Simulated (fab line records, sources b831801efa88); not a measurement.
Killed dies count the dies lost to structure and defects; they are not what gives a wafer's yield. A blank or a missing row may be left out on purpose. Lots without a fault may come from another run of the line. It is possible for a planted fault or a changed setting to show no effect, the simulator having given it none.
fab line records	flow gf180mcu
[record] lots = 24	wafers = 72	lastDay = 34
route steps=602 shown M4@458 V4@480 PASSIVATION@599
lots untouched by any fault: they come from a run of this same line in which no faults occurred
startH: hours from the record's first day to the start of the lot's first wafer shown	waitH: hours from the lot's prior step to this one	" the same as in the row above	L1.1+2: several wafers, shown together as one row	- no value present, or no start provided	* or withheld: withheld	< > ~ a bound
route shown NAME@n: a module of which the file shows steps, and the number in the route of the first	usual: the fault-free wafers' mean and standard deviation	same: alike in all rows	chamber/n: place in a boat	sites: each site's reading	_std_site: their standard deviation	_edge_site: inner sites' mean taken away from outer sites' mean	radiusMm: how far each site lies from the wafer's centre	mask NAME#n: copy n	behind: tool/chamber where the wafer was last shaped	hold: why the lot went on hold/how many hours it stayed there/how the hold came to an end	device: whichever transistor did not switch (one of n, p or np)	end of line: tests run on the same wafers once the route is complete	where a step has no rows: the recipe by itself	killed: the dies lost at the first sort to structure and to defects; this is not the yield of the wafer	map: a wafer's dies, x killed, . not, _ none there
set.NAME: the setting the step ran with; set.NAME@STEP: the setting that earlier step ran with	model.NAME: the simulator's own value behind a step, which no gauge read
a sample of lots followed through the steps of the route, with each step as a table and each wafer as a row
services: the hour from which a tool's chamber was out of use, counted from the record's first day as startH (under 0 if before that day), plus the number of hours and why
[[steps]]
[step GF_M4_SPUTTER_02]
[recipe] material = AlCu	targetThkNm = 450	powerW = 10600	timeS = 23.9	chamberPressurePa = 0.4
[usual] throttleValvePct = 30.8/0.84
lot.wafer	tool	chamber	startH	waitH	throttleValvePct
L074.2	pvdSputter-04	-	519.69	0.0	30.5
L074.3	"	-	"	"	30.7
L074.6	"	-	"	"	31.0
L075.2	pvdSputter-04	-	521.70	0.0	31.0
L075.3	"	-	"	"	30.9
L075.4	"	-	"	"	30.5
L076.1	pvdSputter-03	-	531.27	0.0	31.4
L076.5	"	-	"	"	30.7
L076.6	"	-	"	"	29.5
L077.3	pvdSputter-03	-	539.07	0.0	30.7
L077.4	"	-	"	"	31.4
L077.6	"	-	"	"	29.4
L078.2	pvdSputter-04	-	548.85	0.0	30.6
L078.4	"	-	"	"	30.7
L078.6	"	-	"	"	30.8
L080.3	pvdSputter-04	-	570.13	0.0	31.0
L080.4	"	-	"	"	30.7
L080.5	"	-	"	"	30.6
L079.2	pvdSputter-01	-	571.74	0.0	31.0
L079.5	"	-	"	"	30.4
L079.6	"	-	"	"	30.6
L081.3	pvdSputter-04	-	579.35	0.0	31.2
L081.5	"	-	"	"	31.1
L081.6	"	-	"	"	30.9
L082.2	pvdSputter-01	-	583.34	0.0	32.7
L082.3	"	-	"	"	31.0
L082.5	"	-	"	"	32.8
L083.2	pvdSputter-04	-	599.74	0.0	30.7
L083.3	"	-	"	"	31.2
L083.6	"	-	"	"	30.8
L084.3	pvdSputter-01	-	607.42	0.0	30.6
L084.5	"	-	"	"	30.2
L084.6	"	-	"	"	30.8
L085.1	pvdSputter-01	-	614.44	0.0	30.9
L085.3	"	-	"	"	32.6
L085.6	"	-	"	"	30.6
L086.1	pvdSputter-03	-	619.99	0.0	30.7
L086.5	"	-	"	"	29.2
L086.6	"	-	"	"	29.2
L087.1	pvdSputter-01	-	630.86	0.0	30.8
L087.5	"	-	"	"	30.5
L087.6	"	-	"	"	30.8
L088.3	pvdSputter-03	-	632.34	0.0	29.2
L088.4	"	-	"	"	29.4
L088.6	"	-	"	"	30.6
L089.1	pvdSputter-03	-	644.24	0.0	30.9
L089.5	"	-	"	"	30.8
L089.6	"	-	"	"	29.3
L090.3	pvdSputter-04	-	654.84	0.0	30.6
L090.5	"	-	"	"	31.2
L090.6	"	-	"	"	30.7
L091.4	pvdSputter-04	-	660.80	0.0	30.6
L091.5	"	-	"	"	30.9
L091.6	"	-	"	"	30.9
L092.3	pvdSputter-01	-	666.20	0.0	30.6
L092.4	"	-	"	"	33.0
L092.6	"	-	"	"	32.5
L094.2	pvdSputter-01	-	671.18	0.0	30.2
L094.5	"	-	"	"	30.7
L094.6	"	-	"	"	32.9
L093.1	pvdSputter-04	-	676.31	0.0	30.8
L093.3	"	-	"	"	30.8
L093.5	"	-	"	"	31.1
L095.2	pvdSputter-04	-	681.87	0.0	31.3
L095.5	"	-	"	"	30.7
L095.6	"	-	"	"	30.7
L096.1	pvdSputter-01	-	690.09	0.0	30.8
L096.4	"	-	"	"	32.6
L096.5	"	-	"	"	32.6
L097.1	pvdSputter-03	-	693.48	0.0	30.7
L097.4	"	-	"	"	31.6
L097.5	"	-	"	"	31.3
[step GF_V4_CMP_04]
[recipe] material = SiO2	downForcePsi = 4	platenRpm = 60	padVelocityMS = 0.94248
[usual] edgeZonePressureFrac = 1.000/0.0047	motorCurrentA = 12.1/1.5	timeToEndpointS = 81/5.4
lot.wafer	tool	chamber	startH	waitH	edgeZonePressureFrac	motorCurrentA	timeToEndpointS
L074.3	cmp-02	0	544.00	0.0	0.996	13.3	81
L074.2	"	1	"	"	1.001	10.8	79
L074.6	"	0	"	"	0.995	13.9	81
L075.3	cmp-02	2	545.78	0.0	1.008	10.3	81
L075.4	"	3	"	"	1.002	13.5	81
L075.2	"	1	"	"	1.000	10.6	84
L076.1	cmp-02	0	554.84	0.1	0.998	14.2	71
L076.6	"	0	"	"	1.008	14.2	77
L076.5	"	1	"	"	1.000	9.7	86
L077.4	cmp-02	1	563.75	0.0	0.996	10.2	93
L077.3	"	3	"	"	0.998	12.4	81
L077.6	"	2	"	"	1.000	11.0	83
L078.4	cmp-02	2	572.29	0.2	0.996	11.3	81
L078.2	"	0	"	"	0.996	13.6	76
L078.6	"	2	"	"	1.004	11.7	85
L080.4	cmp-02	2	592.86	0.0	1.007	11.6	81
L080.3	"	0	"	"	1.000	13.6	73
L080.5	"	3	"	"	0.996	12.3	77
L079.2	cmp-01	3	594.68	0.0	1.007	14.0	80
L079.6	"	3	"	"	1.005	13.5	87
L079.5	"	0	"	"	1.003	10.1	81
L081.3	cmp-01	2	602.09	0.0	1.000	11.8	75
L081.6	"	2	"	"	0.996	11.5	77
L081.5	"	3	"	"	0.993	13.7	82
L082.2	cmp-02	0	605.88	0.1	1.000	13.4	78
L082.3	"	2	"	"	1.007	11.2	80
L082.5	"	0	"	"	0.993	14.2	79
L083.3	cmp-02	2	621.94	0.1	0.997	11.2	85
L083.2	"	3	"	"	1.005	12.3	83
L083.6	"	1	"	"	1.005	10.5	85
L084.3	cmp-02	1	628.96	0.1	1.001	10.2	81
L084.5	"	3	"	"	0.995	12.5	82
L084.6	"	0	"	"	1.006	14.0	82
L085.3	cmp-01	1	635.89	0.1	0.997	12.7	83
L085.1	"	2	"	"	1.001	11.4	83
L085.6	"	0	"	"	0.995	10.0	89
L086.1	cmp-02	0	641.30	0.1	1.000	13.7	70
L086.6	"	3	"	"	0.995	12.0	83
L086.5	"	0	"	"	1.006	14.2	81
L087.1	cmp-02	0	651.82	0.1	0.998	14.2	78
L087.6	"	0	"	"	0.997	14.4	76
L087.5	"	1	"	"	1.004	10.2	92
L088.4	cmp-02	2	653.45	0.1	1.008	10.9	83
L088.3	"	3	"	"	1.005	12.8	76
L088.6	"	0	"	"	1.000	13.8	80
L089.1	cmp-01	3	665.32	0.1	1.000	13.9	82
L089.6	"	3	"	"	0.993	13.5	81
L089.5	"	0	"	"	1.000	10.4	84
L090.3	cmp-01	3	675.58	0.0	1.000	13.8	79
L090.6	"	3	"	"	0.995	14.1	84
L090.5	"	0	"	"	0.997	10.3	75
L091.4	cmp-01	1	681.48	0.2	0.990	13.1	80
L091.5	"	2	"	"	1.003	11.5	86
L091.6	"	3	"	"	1.000	13.7	89
L092.3	cmp-02	2	686.64	0.0	1.000	11.3	83
L092.4	"	1	"	"	0.992	10.4	87
L092.6	"	2	"	"	0.996	11.4	84
L094.2	cmp-02	0	691.22	0.1	1.001	14.3	81
L094.5	"	3	"	"	0.999	12.3	88
L094.6	"	0	"	"	0.991	14.4	75
L093.1	cmp-02	1	696.09	0.1	1.009	10.3	91
L093.3	"	2	"	"	1.010	10.9	86
L093.5	"	1	"	"	1.005	10.0	90
L095.2	cmp-02	3	701.74	0.1	1.000	12.6	81
L095.6	"	1	"	"	0.999	9.8	85
L095.5	"	2	"	"	1.002	11.6	87
L096.1	cmp-02	3	710.02	0.4	0.998	13.1	79
L096.4	"	0	"	"	1.004	14.4	79
L096.5	"	3	"	"	0.997	12.2	86
L097.1	cmp-02	2	712.28	0.1	0.999	10.9	83
L097.4	"	0	"	"	0.998	14.2	78
L097.5	"	1	"	"	1.006	10.3	82
[step GF_V4_STRIP_18]
[recipe] chemistry = O2/N2	powerW = 1400	pressureMtorr = 1500	platenTempC = 250	o2FlowSccm = 3000	n2FlowSccm = 300	overashFraction = 0.5
[usual] drypumpMotorCurrentA = 5.6/0.55	heaterPowerW = 355/37	oesProductAu = 0.593/0.0051
lot.wafer	tool	chamber	startH	waitH	drypumpMotorCurrentA	heaterPowerW	oesProductAu	rfHoursCounterH
L074.2	plasmaAsher-01	1	567.05	-	5.7	346	0.592	15
L074.3	"	0	"	"	6.1	350	0.597	-
L074.6	"	1	"	"	5.7	346	0.589	-
L075.2	plasmaAsher-01	1	568.48	-	5.7	345	0.593	16
L075.3	"	0	"	"	6.0	346	0.598	-
L075.4	"	1	"	"	5.7	349	0.584	-
L076.1	plasmaAsher-04	1	577.65	-	6.2	421	0.590	93
L076.5	"	0	"	"	4.9	375	0.588	-
L076.6	"	1	"	"	6.2	425	0.586	-
L077.3	plasmaAsher-03	1	586.30	-	4.7	303	0.594	-
L077.4	"	0	"	"	6.0	332	0.594	-
L077.6	"	0	"	"	6.0	334	0.606	-
L078.2	plasmaAsher-01	0	594.57	-	6.1	352	0.583	19
L078.4	"	0	"	"	6.1	350	0.593	-
L078.6	"	0	"	"	6.1	351	0.600	-
L080.3	plasmaAsher-01	1	614.55	-	5.8	342	0.595	-
L080.4	"	0	"	"	6.1	348	0.588	-
L080.5	"	1	"	"	5.7	349	0.595	-
L079.2	plasmaAsher-04	1	616.41	-	6.2	437	0.600	97
L079.5	"	0	"	"	4.9	374	0.593	-
L079.6	"	1	"	"	6.2	430	0.588	-
L081.3	plasmaAsher-03	1	623.21	-	4.7	297	0.586	-
L081.5	"	1	"	"	4.7	310	0.591	-
L081.6	"	0	"	"	6.0	334	0.588	-
L082.2	plasmaAsher-03	1	627.36	-	4.7	309	0.593	86
L082.3	"	1	"	"	4.7	306	0.599	-
L082.5	"	1	"	"	4.7	306	0.603	-
L083.2	plasmaAsher-03	0	642.50	-	5.9	334	0.602	88
L083.3	"	1	"	"	4.7	305	0.590	-
L083.6	"	1	"	"	4.7	304	0.593	-
L084.3	plasmaAsher-04	1	649.25	-	6.2	430	0.598	-
L084.5	"	1	"	"	6.2	430	0.594	-
L084.6	"	0	"	"	4.9	367	0.597	-
L085.1	plasmaAsher-01	1	656.33	-	5.7	348	0.589	25
L085.3	"	0	"	"	6.1	354	0.592	-
L085.6	"	1	"	"	5.7	348	0.592	-
L086.1	plasmaAsher-03	0	662.13	-	5.9	341	0.591	90
L086.5	"	0	"	"	5.9	339	0.600	-
L086.6	"	1	"	"	4.7	307	0.592	-
L087.1	plasmaAsher-01	1	671.56	-	5.8	335	0.595	27
L087.5	"	1	"	"	5.7	340	0.590	-
L087.6	"	0	"	"	6.1	349	0.598	-
L088.3	plasmaAsher-01	0	672.93	-	6.0	337	0.596	-
L088.4	"	1	"	"	5.7	340	0.587	-
L088.6	"	0	"	"	6.0	352	0.594	-
L089.1	plasmaAsher-04	1	685.16	-	6.2	424	0.596	104
L089.5	"	1	"	"	6.2	440	0.600	-
L089.6	"	0	"	"	4.9	370	0.590	-
L090.3	plasmaAsher-04	0	695.21	-	4.9	376	0.598	-
L090.5	"	0	"	"	4.9	379	0.596	-
L090.6	"	1	"	"	6.2	430	0.591	-
L091.4	plasmaAsher-04	0	700.98	-	4.9	377	0.589	-
L091.5	"	1	"	"	6.2	429	0.590	-
L091.6	"	0	"	"	4.9	372	0.585	-
L092.3	plasmaAsher-01	1	705.73	-	5.7	346	0.589	-
L092.4	"	0	"	"	6.1	350	0.593	-
L092.6	"	1	"	"	5.7	341	0.597	-
L094.2	plasmaAsher-01	1	710.23	-	5.7	348	0.593	31
L094.5	"	0	"	"	6.1	340	0.597	-
L094.6	"	1	"	"	5.7	342	0.581	-
L093.1	plasmaAsher-04	1	715.48	-	6.2	428	0.585	107
L093.3	"	1	"	"	6.2	431	0.587	-
L093.5	"	0	"	"	4.9	378	0.590	-
L095.2	plasmaAsher-03	0	720.40	-	5.9	341	0.589	96
L095.5	"	1	"	"	4.7	314	0.597	-
L095.6	"	0	"	"	6.0	342	0.596	-
L096.1	plasmaAsher-03	1	728.75	-	4.7	302	0.594	97
L096.4	"	0	"	"	6.0	346	0.597	-
L096.5	"	1	"	"	4.7	297	0.594	-
L097.1	plasmaAsher-03	1	730.96	-	4.7	307	0.595	97
L097.4	"	0	"	"	6.0	350	0.599	-
L097.5	"	0	"	"	5.9	332	0.595	-
[step GF_V4_THK_MEAS_25]
[recipe] thkMeasGauge = xrf	reads = W_of_V4_CVD_23
[usual] V4_W_THK = 358/6.2
lot.wafer	tool	chamber	startH	waitH	V4_W_THK[nm]
L074.2	filmMetro-04	-	569.35	0.1	360
L074.3	"	-	"	"	366
L074.6	"	-	"	"	348
L075.2	filmMetro-01	-	569.36	0.1	351
L075.3	"	-	"	"	350
L075.4	"	-	"	"	363
L076.1	filmMetro-04	-	578.53	0.1	355
L076.5	"	-	"	"	366
L076.6	"	-	"	"	353
L077.3	filmMetro-04	-	587.19	0.1	354
L077.4	"	-	"	"	368
L077.6	"	-	"	"	365
L078.2	filmMetro-02	-	595.47	0.1	355
L078.4	"	-	"	"	352
L078.6	"	-	"	"	348
L080.3	filmMetro-02	-	615.40	0.1	354
L080.4	"	-	"	"	359
L080.5	"	-	"	"	356
L079.2	filmMetro-02	-	617.29	0.1	365
L079.5	"	-	"	"	361
L079.6	"	-	"	"	359
L081.3	filmMetro-04	-	624.07	0.1	361
L081.5	"	-	"	"	350
L081.6	"	-	"	"	366
L082.2	filmMetro-02	-	628.24	0.1	345
L082.3	"	-	"	"	344
L082.5	"	-	"	"	344
L083.2	filmMetro-01	-	643.41	0.1	366
L083.3	"	-	"	"	366
L083.6	"	-	"	"	358
L084.3	filmMetro-04	-	650.11	0.1	357
L084.5	"	-	"	"	353
L084.6	"	-	"	"	366
L085.1	filmMetro-01	-	657.19	0.1	358
L085.3	"	-	"	"	358
L085.6	"	-	"	"	358
L086.1	filmMetro-04	-	663.13	0.1	367
L086.5	"	-	"	"	359
L086.6	"	-	"	"	370
L087.1	filmMetro-01	-	672.55	0.1	354
L087.5	"	-	"	"	367
L087.6	"	-	"	"	355
L088.3	filmMetro-04	-	674.14	0.1	359
L088.4	"	-	"	"	361
L088.6	"	-	"	"	365
L089.1	filmMetro-04	-	686.06	0.1	354
L089.5	"	-	"	"	360
L089.6	"	-	"	"	359
L090.3	filmMetro-02	-	696.07	0.1	351
L090.5	"	-	"	"	357
L090.6	"	-	"	"	353
L091.4	filmMetro-01	-	701.85	0.1	360
L091.5	"	-	"	"	357
L091.6	"	-	"	"	350
L092.3	filmMetro-01	-	706.59	0.1	343
L092.4	"	-	"	"	354
L092.6	"	-	"	"	363
L094.2	filmMetro-01	-	711.10	0.1	359
L094.5	"	-	"	"	354
L094.6	"	-	"	"	366
L093.1	filmMetro-01	-	716.38	0.1	359
L093.3	"	-	"	"	347
L093.5	"	-	"	"	360
L095.2	filmMetro-02	-	721.31	0.1	359
L095.5	"	-	"	"	348
L095.6	"	-	"	"	357
L096.1	filmMetro-04	-	729.62	0.1	358
L096.4	"	-	"	"	359
L096.5	"	-	"	"	372
L097.1	filmMetro-04	-	731.94	0.1	363
L097.4	"	-	"	"	362
L097.5	"	-	"	"	367
[step GF_PASSIVATION_STRIP_12]
[recipe] chemistry = O2/N2	powerW = 1400	pressureMtorr = 1500	platenTempC = 250	o2FlowSccm = 3000	n2FlowSccm = 300	overashFraction = 0.5
[usual] drypumpMotorCurrentA = 5.6/0.5	heaterPowerW = 350/27	oesProductAu = 0.719/0.0044	stripTimeToEndpointS = 33.04/0.24
lot.wafer	tool	chamber	startH	waitH	drypumpMotorCurrentA	heaterPowerW	oesProductAu	rfHoursCounterH	stripTimeToEndpointS
L074.2	plasmaAsher-03	1	677.06	0.1	4.7	312	0.713	91	32.74
L074.3	"	0	"	"	5.9	339	0.720	-	32.87
L074.6	"	1	"	"	4.7	308	0.719	-	32.71
L075.2	plasmaAsher-01	0	678.48	0.1	6.1	348	0.721	28	33.09
L075.3	"	1	"	"	5.8	340	0.724	-	33.16
L075.4	"	0	"	"	6.1	353	0.718	-	33.43
L076.1	plasmaAsher-02	1	685.48	0.1	5.1	341	0.720	58	33.20
L076.5	"	1	"	"	5.2	342	0.719	-	33.36
L076.6	"	0	"	"	6.1	396	0.721	-	33.14
L077.3	plasmaAsher-02	1	692.86	0.2	5.1	344	0.723	-	32.86
L077.4	"	0	"	"	6.1	385	0.717	-	32.85
L077.6	"	1	"	"	5.1	346	0.727	-	32.85
L078.2	plasmaAsher-02	1	700.08	0.1	5.1	341	0.713	60	32.73
L078.4	"	1	"	"	5.1	346	0.719	-	32.46
L078.6	"	1	"	"	5.1	347	0.714	-	32.56
L080.3	plasmaAsher-03	1	717.83	0.2	4.7	318	0.710	-	33.16
L080.4	"	0	"	"	5.9	341	0.722	-	33.22
L080.5	"	0	"	"	5.9	337	0.712	-	33.02
L079.2	plasmaAsher-03	0	718.75	0.1	5.9	345	0.717	96	32.70
L079.5	"	1	"	"	4.7	291	0.725	-	32.88
L079.6	"	0	"	"	6.0	343	0.719	-	33.09
L081.3	plasmaAsher-02	1	725.75	0.2	5.1	348	0.719	-	32.97
L081.5	"	1	"	"	5.1	348	0.717	-	33.31
L081.6	"	0	"	"	6.1	396	0.718	-	32.93
L082.2	plasmaAsher-02	0	728.10	0.1	6.1	404	0.714	63	32.86
L082.3	"	1	"	"	5.1	348	0.721	-	33.19
L082.5	"	0	"	"	6.1	388	0.724	-	33.13
L083.2	plasmaAsher-02	0	742.45	0.1	6.1	383	0.717	65	32.76
L083.3	"	1	"	"	5.1	344	0.722	-	33.14
L083.6	"	0	"	"	6.1	386	0.715	-	32.86
L084.3	plasmaAsher-02	1	746.26	0.2	5.1	338	0.720	-	32.54
L084.5	"	1	"	"	5.1	333	0.716	-	32.69
L084.6	"	0	"	"	6.1	386	0.722	-	32.73
L085.1	plasmaAsher-01	0	754.51	0.1	6.0	354	0.721	34	33.28
L085.3	"	0	"	"	6.1	343	0.729	-	33.04
L085.6	"	0	"	"	6.1	353	0.715	-	33.28
L086.1	plasmaAsher-02	1	759.33	0.1	5.1	339	0.714	67	33.06
L086.5	"	0	"	"	6.1	385	0.723	-	33.04
L086.6	"	1	"	"	5.1	356	0.716	-	33.05
L087.1	plasmaAsher-01	0	767.35	0.1	6.1	346	0.714	35	33.22
L087.5	"	1	"	"	5.7	341	0.728	-	32.73
L087.6	"	0	"	"	6.1	354	0.720	-	33.23
L088.3	plasmaAsher-02	1	768.54	0.2	5.1	353	0.718	-	33.38
L088.4	"	0	"	"	6.1	389	0.717	-	33.22
L088.6	"	0	"	"	6.1	390	0.716	-	33.18
L089.1	plasmaAsher-03	0	779.06	0.1	6.0	340	0.716	103	33.07
L089.5	"	1	"	"	4.7	310	0.727	-	33.13
L089.6	"	0	"	"	5.9	341	0.727	-	33.34
L090.3	plasmaAsher-01	1	788.58	0.2	5.8	340	0.715	-	33.07
L090.5	"	0	"	"	6.1	349	0.718	-	32.96
L090.6	"	1	"	"	5.7	339	0.716	-	33.16
L091.4	plasmaAsher-03	0	792.64	0.2	6.0	342	0.719	-	32.71
L091.5	"	1	"	"	4.7	297	0.719	-	32.83
L091.6	"	0	"	"	5.9	346	0.716	-	33.08
L092.3	plasmaAsher-01	1	796.71	0.2	5.7	342	0.725	-	33.05
L092.4	"	0	"	"	6.1	356	0.723	-	33.23
L092.6	"	1	"	"	5.7	350	0.725	-	33.57
L094.2	plasmaAsher-03	0	800.55	0.1	5.9	340	0.724	105	33.28
L094.5	"	1	"	"	4.7	304	0.723	-	33.05
L094.6	"	0	"	"	6.0	339	0.716	-	33.06
L093.1	plasmaAsher-01	0	803.88	0.1	6.0	347	0.715	39	33.04
L093.3	"	0	"	"	6.0	350	0.713	-	32.78
L093.5	"	1	"	"	5.8	346	0.715	-	32.97
L095.2	plasmaAsher-02	1	807.46	0.1	5.1	344	0.723	72	33.06
L095.5	"	0	"	"	6.1	397	0.719	-	33.17
L095.6	"	1	"	"	5.2	349	0.715	-	32.60
L096.1	plasmaAsher-02	1	815.68	0.1	5.1	328	0.717	72	33.37
L096.4	"	1	"	"	5.2	343	0.725	-	32.93
L096.5	"	0	"	"	6.1	382	0.718	-	33.30
L097.1	plasmaAsher-01	1	817.50	0.1	5.7	342	0.719	41	33.40
L097.4	"	1	"	"	5.8	348	0.712	-	33.11
L097.5	"	1	"	"	5.7	339	0.726	-	32.79
[step GF_PASSIVATION_BOW_MEAS_14]
[recipe] mode = bow
[usual] PASSIVATION_BOW = 137/9.9
lot.wafer	tool	chamber	startH	waitH	PASSIVATION_BOW[um]
L074.2	filmMetro-02	-	678.68	0.0	151
L074.3	"	-	"	"	138
L074.6	"	-	"	"	141
L075.2	filmMetro-04	-	680.18	0.0	141
L075.3	"	-	"	"	145
L075.4	"	-	"	"	146
L076.1	filmMetro-02	-	687.08	0.0	127
L076.5	"	-	"	"	122
L076.6	"	-	"	"	126
L077.3	filmMetro-04	-	694.47	0.0	129
L077.4	"	-	"	"	152
L077.6	"	-	"	"	139
L078.2	filmMetro-04	-	701.70	0.0	141
L078.4	"	-	"	"	154
L078.6	"	-	"	"	154
L080.3	filmMetro-01	-	719.44	0.0	132
L080.4	"	-	"	"	129
L080.5	"	-	"	"	130
L079.2	filmMetro-02	-	720.92	0.0	129
L079.5	"	-	"	"	139
L079.6	"	-	"	"	132
L081.3	filmMetro-02	-	727.35	0.0	126
L081.5	"	-	"	"	140
L081.6	"	-	"	"	146
L082.2	filmMetro-01	-	729.72	0.0	141
L082.3	"	-	"	"	138
L082.5	"	-	"	"	137
L083.2	filmMetro-02	-	744.07	0.0	147
L083.3	"	-	"	"	150
L083.6	"	-	"	"	160
L084.3	filmMetro-02	-	747.87	0.0	136
L084.5	"	-	"	"	134
L084.6	"	-	"	"	137
L085.1	filmMetro-01	-	756.11	0.0	140
L085.3	"	-	"	"	131
L085.6	"	-	"	"	120
L086.1	filmMetro-02	-	760.93	0.0	117
L086.5	"	-	"	"	125
L086.6	"	-	"	"	119
L087.1	filmMetro-01	-	768.95	0.0	134
L087.5	"	-	"	"	117
L087.6	"	-	"	"	123
L088.3	filmMetro-01	-	770.49	0.0	149
L088.4	"	-	"	"	145
L088.6	"	-	"	"	143
L089.1	filmMetro-02	-	780.66	0.0	129
L089.5	"	-	"	"	134
L089.6	"	-	"	"	143
L090.3	filmMetro-02	-	790.19	0.0	143
L090.5	"	-	"	"	140
L090.6	"	-	"	"	155
L091.4	filmMetro-02	-	794.27	0.1	136
L091.5	"	-	"	"	137
L091.6	"	-	"	"	128
L092.3	filmMetro-01	-	798.32	0.0	122
L092.4	"	-	"	"	125
L092.6	"	-	"	"	122
L094.2	filmMetro-02	-	802.17	0.0	150
L094.5	"	-	"	"	133
L094.6	"	-	"	"	148
L093.1	filmMetro-01	-	805.48	0.0	149
L093.3	"	-	"	"	138
L093.5	"	-	"	"	153
L095.2	filmMetro-04	-	809.08	0.0	134
L095.5	"	-	"	"	124
L095.6	"	-	"	"	131
L096.1	filmMetro-02	-	817.28	0.0	139
L096.4	"	-	"	"	147
L096.5	"	-	"	"	145
L097.1	filmMetro-04	-	819.09	0.0	143
L097.4	"	-	"	"	134
L097.5	"	-	"	"	128
[[services]]
tool	chamber	startH	hours	kind
cmp-01	-	495.92	1.0	repair
plasmaAsher-04	-	499.82	3.9	repair
plasmaAsher-01	-	528.60	1.6	repair
pvdSputter-03	-	546.01	3.2	repair
plasmaAsher-03	-	556.71	14.6	pm
cmp-02	-	557.04	1.0	repair
plasmaAsher-04	-	562.44	2.8	pm
cmp-01	-	572.17	4.0	pm
pvdSputter-03	-	574.42	1.6	repair
pvdSputter-03	-	594.66	24.6	repair
cmp-02	-	597.96	0.6	repair
cmp-01	-	608.52	1.7	repair
plasmaAsher-02	-	623.78	0.6	repair
plasmaAsher-02	-	625.72	2.8	pm
cmp-02	-	636.12	1.1	repair
cmp-02	-	673.86	3.0	pm
cmp-02	-	683.81	2.1	repair
pvdSputter-04	-	719.15	1.1	repair
cmp-02	-	721.73	1.2	repair
plasmaAsher-01	-	726.89	14.6	pm
plasmaAsher-04	-	733.75	9.0	pm
cmp-02	-	743.56	6.2	repair
plasmaAsher-04	-	743.81	0.6	repair
cmp-02	-	749.75	4.0	pm
[[key]]
fault none
